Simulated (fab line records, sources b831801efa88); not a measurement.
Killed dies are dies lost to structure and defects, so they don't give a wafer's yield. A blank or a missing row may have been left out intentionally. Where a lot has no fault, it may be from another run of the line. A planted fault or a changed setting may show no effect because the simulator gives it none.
The tool behind it: which one?	flow gf180mcu	15 lots, 45 wafers sampled, at 4 steps of a route of 602

WHAT EACH GAUGE READ, for each wafer
The record holds no reading of a measuring or inspecting step that can be judged against a usual standard deviation.

WHICH TOOL RAN EACH LOT (tool, then ch and the chambers of the sampled wafers, then the start)
lot	GF_HV_LDD_DEVELOP_30	GF_V3_ETCH_17	GF_M4_SPUTTER_02	GF_M4_STRIP_17
L305	litho track-02 ch 0, day 11 13:35	rie diel-03 ch 0,1, day 22 09:07 or earlier	pvd sputter-01, day 22 09:07	plasma asher-03 ch 0,1, day 23 08:13
L306	litho track-04 ch 0, day 12 00:37	rie diel-04 ch 0,2,3, day 23 03:40 or earlier	pvd sputter-01, day 23 03:40	plasma asher-03 ch 0,1, day 24 03:00
L307	litho track-02 ch 0, day 12 07:52	rie diel-03 ch 0,2,3, day 23 10:34 or earlier	pvd sputter-01, day 23 10:34	plasma asher-03 ch 0, day 24 09:25
L309	litho track-03 ch 0, day 12 21:40	rie diel-01 ch 0,1,3, day 23 22:52 or earlier	pvd sputter-04, day 23 22:52	plasma asher-02 ch 0,1, day 24 20:30
L311	litho track-02 ch 0, day 13 22:53	rie diel-01 ch 0,1,3, day 25 02:23 or earlier	pvd sputter-02, day 25 02:23	plasma asher-02 ch 0,1, day 25 23:14
L313	litho track-04 ch 0, day 14 04:21	rie diel-04 ch 0,1,3, day 25 07:52 or earlier	pvd sputter-01, day 25 07:52	plasma asher-01 ch 0,1, day 26 04:54
L314	litho track-04, day 14 10:06	-	-	-
L315	litho track-03, day 15 02:59	-	-	-
L316	litho track-03, day 15 03:52	-	-	-
L321	litho track-04 ch 0, day 16 20:27	rie diel-01 ch 0,2, day 27 23:49 or earlier	pvd sputter-01, day 27 23:49	plasma asher-01 ch 0,1, day 28 19:25
L324	litho track-02 ch 0, day 17 19:20	rie diel-01 ch 0,1,3, day 28 20:38 or earlier	pvd sputter-01, day 28 20:38	plasma asher-03 ch 0,1, day 29 15:22
L325	litho track-03 ch 0, day 18 03:37	rie diel-04 ch 1,3, day 29 01:26 or earlier	pvd sputter-01, day 29 01:26	plasma asher-01 ch 0,1, day 29 19:52
L326	litho track-04 ch 0, day 18 07:57	rie diel-04 ch 0,1,2, day 29 07:49 or earlier	pvd sputter-04, day 29 07:49	plasma asher-02 ch 0,1, day 30 02:53
L327	litho track-02 ch 0, day 18 17:29	rie diel-01 ch 1,2, day 29 18:21 or earlier	pvd sputter-01, day 29 18:21	plasma asher-02 ch 0,1, day 30 13:25
L328	litho track-02 ch 0, day 18 23:28	rie diel-03 ch 0,2,3, day 29 18:16 or earlier	pvd sputter-02, day 29 18:16	plasma asher-03 ch 0,1, day 30 13:02
- GF_HV_LDD_DEVELOP_30: develop time 60 s.
- GF_V3_ETCH_17: etches SiO2 in C4F8/O2/Ar, stops on TiN, target depth 635 nm.
- GF_M4_SPUTTER_02: material AlCu, target thk 450 nm, time 23.9 s.
- GF_M4_STRIP_17: strips in O2/N2.

AS READ BY THE TOOLS THEMSELVES (means over the sampled wafers that have a number; for cases with no such wafer, the mark the record gives instead)
GF_HV_LDD_DEVELOP_30. Usual: chill plate temp C reads 23.00 C (standard deviation 0.12).
lot	tool	chill plate temp C (C)	flag
L305	litho track-02	22.95	
L306	litho track-04	22.96	
L307	litho track-02	23.07	
L309	litho track-03	22.96	
L311	litho track-02	23.16	
L313	litho track-04	22.85	
L314	litho track-04	-	OFF
L315	litho track-03	-	OFF
L316	litho track-03	-	OFF
L321	litho track-04	22.95	
L324	litho track-02	22.92	
L325	litho track-03	23.10	
L326	litho track-04	22.96	
L327	litho track-02	23.14	
L328	litho track-02	23.07	

GF_V3_ETCH_17. Usual: oes product au reads 0.856 a.u. (standard deviation 0.0045).
lot	tool	oes product au (a.u.)	flag
L305	rie diel-03	0.856	
L306	rie diel-04	0.858	
L307	rie diel-03	0.853	
L309	rie diel-01	0.858	
L311	rie diel-01	0.859	
L313	rie diel-04	0.850	
L321	rie diel-01	0.859	
L324	rie diel-01	0.857	
L325	rie diel-04	0.856	
L326	rie diel-04	0.854	
L327	rie diel-01	0.856	
L328	rie diel-03	0.856	

GF_M4_SPUTTER_02. Usual: chamber pressure pa 0.4002 Pa, standard deviation 0.00077; throttle valve pct 30.1 %, standard deviation 0.81.
lot	tool	chamber pressure pa (Pa)	throttle valve pct (%)	flag
L305	pvd sputter-01	0.4010	30.0	
L306	pvd sputter-01	0.4008	30.3	
L307	pvd sputter-01	0.3998	29.6	
L309	pvd sputter-04	0.4002	30.6	
L311	pvd sputter-02	0.3999	29.3	
L313	pvd sputter-01	0.4006	30.4	
L321	pvd sputter-01	0.4003	29.8	
L324	pvd sputter-01	0.4003	30.5	
L325	pvd sputter-01	0.3997	30.5	
L326	pvd sputter-04	0.4002	30.2	
L327	pvd sputter-01	0.3998	30.3	
L328	pvd sputter-02	0.3999	29.6	

GF_M4_STRIP_17. Usual: drypump motor current A 5.7 A, standard deviation 0.33; heater power w 335 W, standard deviation 28; oes product au 0.538 a.u., standard deviation 0.005; strip time to endpoint s 7.38 s, standard deviation 0.045.
lot	tool	drypump motor current A (A)	heater power w (W)	oes product au (a.u.)	strip time to endpoint s (s)	flag
L305	plasma asher-03	5.7	344	0.539	7.37	
L306	plasma asher-03	5.7	360	0.540	7.40	
L307	plasma asher-03	5.8	333	0.538	7.44	
L309	plasma asher-02	5.7	353	0.537	7.37	
L311	plasma asher-02	5.7	351	0.541	7.37	
L313	plasma asher-01	5.8	302	0.537	7.34	
L321	plasma asher-01	5.7	302	0.545	7.42	
L324	plasma asher-03	5.7	342	0.537	7.39	
L325	plasma asher-01	5.3	288	0.538	7.35	
L326	plasma asher-02	5.7	350	0.533	7.32	
L327	plasma asher-02	5.6	337	0.536	7.35	
L328	plasma asher-03	5.7	345	0.534	7.29	

THE ANSWER, worked out from the rows above alone
Rule: a lot counts as off when the mean over its wafers that have a number is more than 3 standard deviations away from the usual mean. Also off: a lot with no number at a reading for which 4 or more lots have one. Any other lot the step has rows for is counted as sound. After the gauges, taken in route order, come the tools' own readings; for these a lot's mean is taken, as printed above. The first step at which some lot is off is used, and at that step the reading that is off furthest; a lot without a number counts as furthest.
Off: L314, L315, L316 (GF_HV_LDD_DEVELOP_30, chill plate temp C). Without a number there: L314, L315, L316.
If a tool, at that step or one of the process steps before it, ran each lot that is off and ran no sound lot following the first of them, it fits. Not one of the candidates tried fits.

WHAT THE SIMULATOR PUT IN
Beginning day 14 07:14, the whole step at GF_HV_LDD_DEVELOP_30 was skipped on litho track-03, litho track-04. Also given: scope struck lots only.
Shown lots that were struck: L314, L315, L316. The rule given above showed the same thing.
